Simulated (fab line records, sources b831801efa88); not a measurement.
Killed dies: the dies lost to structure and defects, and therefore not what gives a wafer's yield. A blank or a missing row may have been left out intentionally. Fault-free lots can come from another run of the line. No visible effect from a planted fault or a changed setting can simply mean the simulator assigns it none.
Which of the tools did it?    flow sky130    Sampling: 10 lots, 30 wafers, 4 of 708 route steps

== WHAT THE GAUGES SHOWED, per wafer ==
SKY_CAPM_THK_MEAS_01.
lot   measured      on            CAPM_CVD_00_THK (nm)
L121  day 36 01:12  filmMetro-03  15.22 15.15 15.19
L122  day 36 03:07  filmMetro-02  15.51 15.52 15.73
L123  day 36 17:49  filmMetro-02  15.18 15.29 15.48
L130  day 39 18:10  filmMetro-02  15.22 15.33 15.32
L132  day 40 07:41  filmMetro-03  15.33 15.82 15.58
L134  day 40 11:55  filmMetro-04  15.30 15.35 15.54
L140  day 41 22:58  filmMetro-03  15.30 15.17 15.30
L141  day 42 11:46  filmMetro-02  15.55 18.23 18.65 15.50 18.30 18.68
L143  day 42 20:03  filmMetro-03  15.14 15.58 15.28
L144  day 43 02:43  filmMetro-02  15.17 15.23 15.10

== WHAT TOOL EACH LOT RAN ON (gives the tool, then ch and the chambers of the sampled wafers, and finally the start) ==
lot   SKY_VIA2_CMP_24                SKY_METAL3_SPUTTER_02        SKY_CAPM_CVD_00
L121  cmp-02 ch 0,1,3, day 36 00:44  pvdSputter-04, day 36 01:05  pecvd-02 ch 0,1,2, day 36 01:11
L122  cmp-02 ch 0,1,3, day 36 02:38  pvdSputter-01, day 36 02:59  pecvd-03 ch 0,1, day 36 03:05
L123  cmp-02 ch 0,3, day 36 17:19    pvdSputter-04, day 36 17:40  pecvd-02 ch 0,1,2, day 36 17:46
L130  cmp-02 ch 1,3, day 39 17:43    pvdSputter-03, day 39 18:01  pecvd-01 ch 0,1, day 39 18:07
L132  cmp-01 ch 0,2,3, day 40 07:22  pvdSputter-03, day 40 07:33  pecvd-02 ch 0,1,2, day 40 07:40
L134  cmp-01 ch 0,1,2, day 40 11:31  pvdSputter-03, day 40 11:46  pecvd-01 ch 0,1, day 40 11:52
L140  cmp-02 ch 0,1,3, day 41 22:29  pvdSputter-01, day 41 22:50  pecvd-03 ch 0,1,2, day 41 22:56
L141  cmp-01 ch 1,2, day 42 11:17    pvdSputter-04, day 42 11:38  pecvd-03 ch 0,1, day 42 11:44
L143  cmp-01 ch 1,3, day 42 19:35    pvdSputter-01, day 42 19:56  pecvd-02 ch 0,2, day 42 20:02
L144  cmp-01 ch 1,2,3, day 43 02:14  pvdSputter-03, day 43 02:35  pecvd-02 ch 0,1,2, day 43 02:41
- SKY_VIA2_CMP_24: polishes, stops on SiO2, t overpolish 20 s, target thk 0 nm.
- SKY_METAL3_SPUTTER_02: material AlCu, target thk 735 nm, time 39.1 s.
- SKY_CAPM_CVD_00: deposits SiO2, target thk 15.5 nm.

== THE ANSWER, worked out from the rows above alone ==
Rule: the usual values come from the lots themselves. The widest of any qualifying gaps counts: lots, ordered by their means at a reading, are off when they make up no more than a third of the lots, leave a main group of 4 or more, and stand apart from it by 3 or more times the standard deviation of that group's means. The tables above print the reading to a certain number of digits; a main group whose means all agree to those digits is not used. Also off: a lot with no number at a reading for which 4 or more lots have one. Any other lot the step has rows for is counted as sound.
Off: at SKY_CAPM_THK_MEAS_01 (CAPM_CVD_00_THK), L141. The main group has a mean of 15.35 nm with a standard deviation of 0.14.
A tool fits if, at a process step before that reading, it ran every lot that is off, and no sound lot after the first of them. Those tools and the gauges at SKY_CAPM_THK_MEAS_01 are tried in the same way. Can't be told from this: 2 tools fit, pvdSputter-04 at SKY_METAL3_SPUTTER_02, pecvd-03 at SKY_CAPM_CVD_00.

== WHAT HAD BEEN PUT IN BY THE SIMULATOR ==
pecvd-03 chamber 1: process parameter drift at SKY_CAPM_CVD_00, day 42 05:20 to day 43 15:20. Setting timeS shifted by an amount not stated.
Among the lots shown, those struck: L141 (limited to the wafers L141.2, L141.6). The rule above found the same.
